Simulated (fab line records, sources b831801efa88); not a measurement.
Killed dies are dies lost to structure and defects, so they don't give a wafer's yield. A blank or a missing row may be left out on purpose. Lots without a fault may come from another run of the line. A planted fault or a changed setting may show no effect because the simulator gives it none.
Which tool did it? | flow sky130 | 12 lots, 34 wafers sampled, at 3 steps of a route of 708

WHAT THE GAUGES READ, wafer by wafer
SKY_PWDE_TW_MEAS_10.
lot  | measured    | on            | PWDE_TW
L698 | day 3 23:03 | film_metro-04 | 375.1 377.3 376.1
L699 | day 4 05:31 | film_metro-03 | 370.2 367.7 369.0
L700 | day 4 09:12 | film_metro-04 | 371.2 370.3 374.4
L701 | day 4 16:18 | film_metro-04 | 373.7 374.9 373.7
L702 | day 4 21:23 | film_metro-03 | 371.7 370.9 369.9
L703 | day 5 02:29 | film_metro-04 | 374.6 375.9 373.8
L711 | day 6 19:02 | film_metro-04 | 375.3 374.7
L712 | day 7 01:14 | film_metro-03 | 372.5 371.4
L716 | day 8 01:53 | film_metro-03 | 369.6 369.2 371.6
L718 | day 8 11:27 | film_metro-02 | 377.4 376.6 375.1
L719 | day 8 18:18 | film_metro-04 | 373.0 372.0 373.1
L721 | day 9 07:37 | film_metro-02 | 375.8 373.5 375.3

SKY_VT_ADJUST_HVTP_TW_MEAS_11.
lot  | measured     | on            | VT_ADJUST_HVTP_TW
L698 | day 6 03:17  | film_metro-01 | 1353 1348 1351
L699 | day 6 09:53  | film_metro-02 | 1359 1369 1359
L700 | day 6 16:49  | film_metro-01 | 1360 1359 1348
L701 | day 7 00:09  | film_metro-03 | 1340 1351 1342
L702 | day 7 04:29  | film_metro-03 | 1353 1349 1351
L703 | day 7 13:04  | film_metro-01 | 1357 1346 1352
L711 | day 9 09:34  | film_metro-01 | 1351 1346
L712 | day 9 16:40  | film_metro-01 | 1357 1357
L716 | day 10 20:50 | film_metro-02 | 1365 1374 1374
L718 | day 11 07:52 | film_metro-01 | 1361 1355 1351
L719 | day 11 16:04 | film_metro-03 | 1356 1348 1349
L721 | day 12 07:32 | film_metro-03 | 1347 1349 1344

SKY_VT_ADJUST_LVTN_OVL_MEAS_07.
lot  | measured     | on         | VT_ADJUST_LVTN_OVL (nm)
L698 | day 6 22:07  | overlay-02 | 1.2 1.5 1.1
L699 | day 7 04:26  | overlay-01 | -0.8 -0.7 0.8
L700 | day 7 13:01  | overlay-01 | -3.5 -1.8 -1.2
L701 | day 7 20:12  | overlay-02 | -0.8 -0.5 -0.8
L702 | day 8 00:14  | overlay-02 | 0.0 -2.0 -2.5
L703 | day 8 09:49  | overlay-02 | -0.3 0.2 -1.8
L711 | day 10 07:38 | overlay-02 | -2.6 -1.4
L712 | day 10 15:34 | overlay-01 | -0.8 -1.0
L716 | day 11 20:11 | overlay-01 | 1.1 1.2 -0.3
L718 | day 12 07:53 | overlay-01 | -1.3 -0.8 -1.7
L719 | day 12 15:53 | overlay-01 | -0.5 -1.8 -0.5
L721 | day 13 08:28 | overlay-02 | -0.9 -0.2 -2.1

WHICH TOOL RAN EACH LOT (tool, then ch and the chambers of the sampled wafers, then the start)
The record holds no process step before these readings.

WHAT THE TOOLS THEMSELVES READ (means of the sampled wafers that have a number; where no wafer has one, the mark that the record gives instead)
The record holds no such reading with a usual standard deviation.

THE ANSWER, worked out from the rows above alone
Rule: what is usual is taken from the lots themselves. Put in order of their means at a reading, lots are off if they are a third of the lots or fewer, leave a main group of 4 or more, and stand apart from it by a gap of 3 or more times the standard deviation of the main group's means; of several such gaps the widest counts. A main group whose means are all the same, to the digits that the tables above print for the reading, isn't used. A lot without any number at a reading at which 4 lots or more have one is off too. The other lots that the step has rows for count as sound. The gauges are gone through in route order, then the tools' own readings, and for those a lot's mean is taken as printed above. The first step at which some lot is off is used, and at that step the reading that is off furthest; a lot without a number counts as furthest.
No lot is off at any reading shown: from this, nothing can be told.

WHAT THE SIMULATOR HAD PUT IN
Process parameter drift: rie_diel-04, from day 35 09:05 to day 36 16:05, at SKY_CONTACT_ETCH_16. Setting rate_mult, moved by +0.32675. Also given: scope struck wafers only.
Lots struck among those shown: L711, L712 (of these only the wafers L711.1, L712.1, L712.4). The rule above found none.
